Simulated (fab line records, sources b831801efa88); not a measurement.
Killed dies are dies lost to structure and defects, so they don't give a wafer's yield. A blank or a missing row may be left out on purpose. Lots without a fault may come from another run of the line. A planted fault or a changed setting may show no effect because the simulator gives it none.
fab line records | flow sky130
record lots=14 wafers=42 last_day=50
route steps=708 shown SD_N@351 PAD_OPEN@708
lots that met no fault: from a run of the same line without faults
start_h: hours from the record's first day to the start of the lot's first wafer shown | wait_h: hours since the lot's step before | " the same as in the row above | L1.1+2: a row that stands for several wafers | - no value, or no start given | * or withheld: withheld | < > ~ a bound
route shown NAME@n: a module of which the file shows steps, and the number in the route of the first | usual: mean/standard deviation of fault-free wafers | same: alike in all rows | chamber/n: place in a boat | sites: the reading at each site | _std_site: their standard deviation | _edge_site: outer sites' mean less inner sites' | radius_mm: how far each site lies from the wafer's centre | mask NAME#n: copy n | behind: the tool/chamber that last shaped the wafer | hold: why the lot was held/for how many hours/how that ended | device: the transistor (n, p or np) that didn't switch | end of line: the same wafers' tests at the end of the route | a step without rows: its recipe alone | killed: dies lost to structure and defects at the first sort, not the wafer's yield | map: a wafer's dies, x killed, . not, _ none there
set.NAME: the setting as run; set.NAME@STEP: as run at that earlier step | model.NAME: the simulator's own value behind a step, which no gauge read
steps of the route over a sample of lots; a table a step, a row a wafer
services: from which hour (start_h, from the record's first day; less than 0 if before it) a tool's chamber was out of use, for how many hours, and why
## steps
# step SKY_SD_N_IMPLANT_09
# recipe species=As energy_kev=50 dose_cm2=4e+15 tilt_deg=0
# usual beam_energy_keV=50.001/0.018
# columns lot.wafer tool chamber start_h wait_h beam_energy_keV
L842.2 implanter-02 0 657.72 0.0 50.019
L842.4 " 0 " " 50.047
L842.5 " 0 " " 50.010
L843.2 implanter-03 0 665.93 0.0 49.983
L843.3 " 0 " " 49.977
L843.6 " 0 " " 49.957
L847.4 implanter-04 0 698.77 0.1 61.377
L847.5 " 0 " " 61.381
L847.6 " 0 " " 61.369
L851.1 implanter-04 0 733.64 0.0 61.376
L851.5 " 0 " " 61.386
L851.6 " 0 " " 61.362
L853.2 implanter-02 0 744.13 0.0 50.002
L853.5 " 0 " " 50.002
L853.6 " 0 " " 50.000
L854.1 implanter-02 0 750.89 0.0 49.997
L854.2 " 0 " " 50.014
L854.5 " 0 " " 50.008
L855.1 implanter-03 0 761.11 0.0 49.973
L855.3 " 0 " " 49.952
L855.6 " 0 " " 49.991
L858.1 implanter-02 0 789.14 0.0 50.001
L858.5 " 0 " " 50.012
L858.6 " 0 " " 50.010
L859.1 implanter-04 0 797.34 0.0 50.004
L859.2 " 0 " " 50.024
L859.4 " 0 " " 50.016
L860.1 implanter-03 0 809.54 0.0 50.003
L860.5 " 0 " " 50.000
L860.6 " 0 " " 50.015
L861.1 implanter-04 0 811.29 0.0 50.041
L861.2 " 0 " " 49.975
L861.4 " 0 " " 50.004
L862.1 implanter-04 0 817.06 0.0 50.020
L862.4 " 0 " " 50.020
L862.6 " 0 " " 50.006
L863.4 implanter-02 0 821.42 0.1 50.012
L863.5 " 0 " " 49.994
L863.6 " 0 " " 50.017
L864.4 implanter-02 0 827.22 0.1 50.028
L864.5 " 0 " " 50.013
L864.6 " 0 " " 50.024
# step SKY_SD_N_STRIP_11
# recipe chemistry=O2/N2 power_w=1400 pressure_mtorr=1500 platen_temp_c=withheld o2_flow_sccm=3000 n2_flow_sccm=300 overash_fraction=0.5
# usual drypump_motor_current_A=5.7/0.46 oes_product_au=0.526/0.0042 strip_time_to_endpoint_s=22.36/0.037
# columns lot.wafer tool chamber start_h wait_h drypump_motor_current_A oes_product_au rf_hours_counter_h strip_time_to_endpoint_s
L842.2 plasma_asher-01 0 657.99 0.1 5.2 0.520 89 22.34
L842.4 " 1 " " 5.4 0.535 - 22.42
L842.5 " 0 " " 5.3 0.523 - 22.33
L843.2 plasma_asher-02 1 666.21 0.1 5.6 0.530 41 22.36
L843.3 " 1 " " 5.6 0.526 - 22.33
L843.6 " 0 " " 5.6 0.528 - 22.29
L847.4 plasma_asher-01 0 699.03 0.1 5.2 0.505 - 24.04
L847.5 " 1 " " 5.4 0.504 - 24.13
L847.6 " 0 " " 5.3 0.503 - 24.11
L851.1 plasma_asher-02 1 733.94 0.1 5.6 0.506 48 24.09
L851.5 " 0 " " 5.6 0.512 - 24.10
L851.6 " 1 " " 5.6 0.509 - 24.10
L853.2 plasma_asher-03 0 744.41 0.1 5.7 0.525 32 22.36
L853.5 " 0 " " 5.8 0.525 - 22.38
L853.6 " 1 " " 6.7 0.525 - 22.35
L854.1 plasma_asher-01 0 751.19 0.1 5.3 0.518 99 22.37
L854.2 " 1 " " 5.4 0.525 99 22.37
L854.5 " 1 " " 5.5 0.527 - 22.41
L855.1 plasma_asher-02 0 761.41 0.1 5.6 0.528 51 22.37
L855.3 " 0 " " 5.6 0.529 - 22.30
L855.6 " 0 " " 5.6 0.536 - 22.29
L858.1 plasma_asher-02 1 789.44 0.1 5.6 0.526 54 22.38
L858.5 " 1 " " 5.6 0.526 - 22.40
L858.6 " 0 " " 5.6 0.524 - 22.39
L859.1 plasma_asher-03 1 797.64 0.1 6.7 0.520 37 22.37
L859.2 " 0 " " 5.7 0.527 37 22.35
L859.4 " 0 " " 5.7 0.527 - 22.36
L860.1 plasma_asher-03 0 809.84 0.1 5.7 0.519 37 22.41
L860.5 " 0 " " 5.7 0.527 - 22.38
L860.6 " 1 " " 6.7 0.528 - 22.37
L861.1 plasma_asher-03 1 811.59 0.1 6.7 0.522 38 22.39
L861.2 " 0 " " 5.7 0.519 38 22.38
L861.4 " 1 " " 6.7 0.516 - 22.40
L862.1 plasma_asher-03 0 817.36 0.1 5.7 0.526 38 22.37
L862.4 " 1 " " 6.7 0.530 - 22.35
L862.6 " 1 " " 6.7 0.522 - 22.39
L863.4 plasma_asher-02 1 821.68 0.1 5.7 0.517 - 22.37
L863.5 " 1 " " 5.6 0.521 - 22.39
L863.6 " 0 " " 5.6 0.536 - 22.44
L864.4 plasma_asher-01 0 827.48 0.1 5.3 0.525 - 22.38
L864.5 " 0 " " 5.3 0.523 - 22.34
L864.6 " 1 " " 5.4 0.517 - 22.31
# step SKY_SD_N_RS_MEAS_16
# recipe thk_meas_gauge=four-point-probe
# usual SD_N_RS=68.57/0.13
# columns lot.wafer tool chamber start_h wait_h SD_N_RS[ohm/sq]
L842.2 film_metro-03 - 658.40 0.1 68.55
L842.4 " - " " 68.54
L842.5 " - " " 68.61
L843.2 film_metro-02 - 666.61 0.1 68.51
L843.3 " - " " 68.64
L843.6 " - " " 68.74
L847.4 film_metro-04 - 699.44 0.1 61.27
L847.5 " - " " 61.23
L847.6 " - " " 61.17
L851.1 film_metro-04 - 734.33 0.1 61.28
L851.5 " - " " 61.33
L851.6 " - " " 61.27
L853.2 film_metro-03 - 744.81 0.1 68.52
L853.5 " - " " 68.56
L853.6 " - " " 68.71
L854.1 film_metro-03 - 751.61 0.1 68.72
L854.2 " - " " 68.45
L854.5 " - " " 68.58
L855.1 film_metro-04 - 761.79 0.1 68.48
L855.3 " - " " 68.28
L855.6 " - " " 68.40
L858.1 film_metro-03 - 789.83 0.1 68.63
L858.5 " - " " 68.66
L858.6 " - " " 68.55
L859.1 film_metro-03 - 798.03 0.1 68.73
L859.2 " - " " 68.82
L859.4 " - " " 68.71
L860.1 film_metro-03 - 810.23 0.1 68.66
L860.5 " - " " 68.71
L860.6 " - " " 68.80
L861.1 film_metro-03 - 811.98 0.1 68.58
L861.2 " - " " 68.70
L861.4 " - " " 68.75
L862.1 film_metro-03 - 817.74 0.1 68.71
L862.4 " - " " 68.66
L862.6 " - " " 68.52
L863.4 film_metro-03 - 822.09 0.1 68.55
L863.5 " - " " 68.71
L863.6 " - " " 68.59
L864.4 film_metro-04 - 827.89 0.1 68.50
L864.5 " - " " 68.46
L864.6 " - " " 68.68
# step SKY_PAD_OPEN_PROBE_99
# usual killed_at_M0_to_M3=42/7 killed_at_M4_up=3.2/1.6 killed_at_contacts=24/5.8 killed_at_front_end=16/4.3 killed_at_other=0.3/0.62 killed_dies=86/9.5 killed_on_rim=17/3.7 killed_open=46/6.4 killed_short=39/6.3
# same gross_dies=492 killed_at_back_side=0
# columns lot.wafer tool chamber start_h wait_h killed_at_M0_to_M3 killed_at_M4_up killed_at_contacts killed_at_front_end killed_at_other killed_dies killed_on_rim killed_open killed_short
L853.2 prober-02 - 1148.02 0.1 41 3 29 7 0 80 13 47 32
L853.5 prober-02 - 1148.17 0.2 44 3 19 18 1 85 18 45 37
L853.6 prober-02 - 1148.22 0.2 47 2 24 13 0 86 24 46 39
L854.1 prober-01 - 1150.45 0.1 46 1 24 10 0 81 14 45 36
L854.2 prober-01 - 1150.50 0.1 49 6 32 21 0 108 25 54 54
L854.5 prober-01 - 1150.65 0.2 60 5 22 23 0 110 17 53 57
L855.1 prober-02 - 1160.26 0.1 36 0 33 13 1 83 21 53 30
L855.3 prober-02 - 1160.36 0.2 42 5 26 11 0 84 14 48 35
L855.6 prober-02 - 1160.51 0.2 42 3 38 20 0 103 13 53 48
L858.1 prober-01 - 1174.60 0.1 37 3 23 21 0 84 14 43 41
L858.5 prober-01 - 1174.80 0.2 39 2 29 7 1 78 22 37 40
L858.6 prober-01 - 1174.85 0.2 46 2 23 11 1 83 16 53 30
L859.1 prober-02 - 1183.32 0.1 52 2 27 10 0 91 21 60 31
L859.2 prober-02 - 1183.37 0.1 42 5 20 15 1 83 20 46 37
L859.4 prober-02 - 1183.47 0.2 36 6 20 22 0 84 18 45 38
# killed by level:class
L853.2 CONTACT:geometric_particle:open=10 VIA1:geometric_particle:open=10 LI_CONTACT:geometric_particle:open=8 VIA2:geometric_particle:open=8 VIA1:geometric_particle:short=6 CONTACT:geometric_particle:short=5 POLY_GATE:geometric_particle:open=3 LOCAL_INTERCONNECT:geometric_particle:short=3
L853.5 VIA1:geometric_particle:open=11 CONTACT:geometric_particle:open=8 VIA3:geometric_particle:open=7 METAL2:geometric_particle:short=7 FIELD_ISO:geometric_particle:short=4 LI_CONTACT:geometric_particle:open=4 CONTACT:geometric_particle:short=4 VIA1:geometric_particle:short=4
L853.6 VIA2:geometric_particle:open=11 VIA1:geometric_particle:open=10 CONTACT:geometric_particle:short=8 VIA3:geometric_particle:open=7 CONTACT:geometric_particle:open=7 VIA1:geometric_particle:short=6 METAL1:geometric_particle:short=6 LI_CONTACT:geometric_particle:open=5
L854.1 VIA3:geometric_particle:open=11 CONTACT:geometric_particle:open=10 VIA1:geometric_particle:open=8 METAL2:geometric_particle:short=8 LI_CONTACT:geometric_particle:open=4 LI_CONTACT:geometric_particle:short=4 CONTACT:geometric_particle:short=4 METAL1:geometric_particle:short=4
L854.2 VIA1:geometric_particle:open=15 CONTACT:geometric_particle:short=9 LI_CONTACT:geometric_particle:open=8 METAL1:geometric_particle:short=7 CONTACT:geometric_particle:open=6 LOCAL_INTERCONNECT:geometric_particle:short=6 VIA3:geometric_particle:open=6 POLY_GATE:geometric_particle:short=5
L854.5 VIA1:geometric_particle:short=11 VIA3:geometric_particle:open=10 CONTACT:geometric_particle:open=9 VIA1:geometric_particle:open=7 METAL3:geometric_particle:short=6 CONTACT:geometric_particle:short=6 METAL1:geometric_particle:short=6 VIA2:geometric_particle:open=6
L855.1 VIA1:geometric_particle:open=12 LI_CONTACT:geometric_particle:open=11 CONTACT:geometric_particle:open=9 VIA2:geometric_particle:open=5 LOCAL_INTERCONNECT:geometric_particle:short=5 POLY_GATE:geometric_particle:open=4 LI_CONTACT:geometric_particle:short=4 METAL1:geometric_particle:open=4
L855.3 VIA1:geometric_particle:open=13 CONTACT:geometric_particle:open=9 VIA2:geometric_particle:open=8 CONTACT:geometric_particle:short=6 LOCAL_INTERCONNECT:geometric_particle:short=5 VIA3:geometric_particle:open=5 POLY_GATE:geometric_particle:open=4 LI_CONTACT:geometric_particle:open=4
L855.6 CONTACT:geometric_particle:open=15 METAL2:geometric_particle:short=8 VIA2:geometric_particle:open=8 CONTACT:geometric_particle:short=7 VIA1:geometric_particle:short=7 VIA3:geometric_particle:open=7 LOCAL_INTERCONNECT:geometric_particle:short=6 LI_CONTACT:geometric_particle:open=6
L858.1 FIELD_ISO:geometric_particle:short=8 VIA2:geometric_particle:open=8 LI_CONTACT:geometric_particle:open=7 LOCAL_INTERCONNECT:geometric_particle:short=7 VIA1:geometric_particle:open=7 CONTACT:geometric_particle:open=5 METAL2:geometric_particle:short=5 VIA3:geometric_particle:open=5
L858.5 CONTACT:geometric_particle:open=9 CONTACT:geometric_particle:short=7 LI_CONTACT:geometric_particle:open=6 METAL2:geometric_particle:open=6 METAL2:geometric_particle:short=6 VIA1:geometric_particle:open=5 VIA2:geometric_particle:open=4 LI_CONTACT:geometric_particle:short=4
L858.6 VIA1:geometric_particle:open=14 CONTACT:geometric_particle:open=11 VIA3:geometric_particle:open=7 VIA2:geometric_particle:open=6 FIELD_ISO:geometric_particle:short=5 METAL2:geometric_particle:short=5 LI_CONTACT:geometric_particle:open=4 METAL1:geometric_particle:short=4
L859.1 VIA1:geometric_particle:open=15 VIA3:geometric_particle:open=13 CONTACT:geometric_particle:open=11 CONTACT:geometric_particle:short=6 METAL1:geometric_particle:short=5 LI_CONTACT:geometric_particle:open=4 METAL2:geometric_particle:short=4 VIA2:geometric_particle:open=4
L859.2 CONTACT:geometric_particle:open=9 VIA1:geometric_particle:open=7 METAL2:geometric_particle:short=6 FIELD_ISO:geometric_particle:open=5 METAL1:geometric_particle:short=5 VIA2:geometric_particle:open=5 POLY_GATE:geometric_particle:short=4 LI_CONTACT:geometric_particle:open=4
L859.4 VIA1:geometric_particle:open=9 CONTACT:geometric_particle:open=8 FIELD_ISO:geometric_particle:open=6 VIA1:geometric_particle:short=6 POLY_GATE:geometric_particle:open=5 LI_CONTACT:geometric_particle:open=5 FIELD_ISO:geometric_particle:short=4 POLY_GATE:geometric_particle:short=4
## services
# columns tool chamber start_h hours kind
implanter-04 - 643.34 4.2 repair
plasma_asher-03 - 664.79 3.2 repair
implanter-03 - 730.01 3.1 repair
implanter-02 - 751.72 3.5 repair
plasma_asher-01 - 756.34 2.1 repair
implanter-02 - 770.79 2.7 repair
implanter-02 - 774.19 4.1 repair
implanter-02 - 778.30 4.0 pm
implanter-03 - 784.67 1.8 repair
implanter-03 - 785.43 14.4 repair
plasma_asher-02 - 817.16 4.3 pm
## key
first_sign step=SKY_SD_N_IMPLANT_09 reading=beam_energy_keV direction=up sigmas=99+ usual=* struck=*
effect step=SKY_SD_N_STRIP_11 reading=strip_time_to_endpoint_s direction=up sigmas=47 usual=* struck=*
effect step=SKY_SD_N_RS_MEAS_16 reading=SD_N_RS direction=down sigmas=57 usual=68.57 struck=61.26
met_at SKY_SD_N_IMPLANT_09
struck_lots L847,L851
tester_left_out L847,L851
fault kind=process_parameter_drift tool=implanter-04 chamber=- onset_h=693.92 steps=SKY_SD_N_IMPLANT_09 channel=energy_kev offset=* shape=step end_h=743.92 acts_in=* stated=*
# tester_left_out: of these lots the tester's yield and bins aren't shown, on N5 and GAA mostly nor the transistor test; their killed dies are dies lost to structure and defects alone, not to doping, threshold or leakage, so they don't give the yield
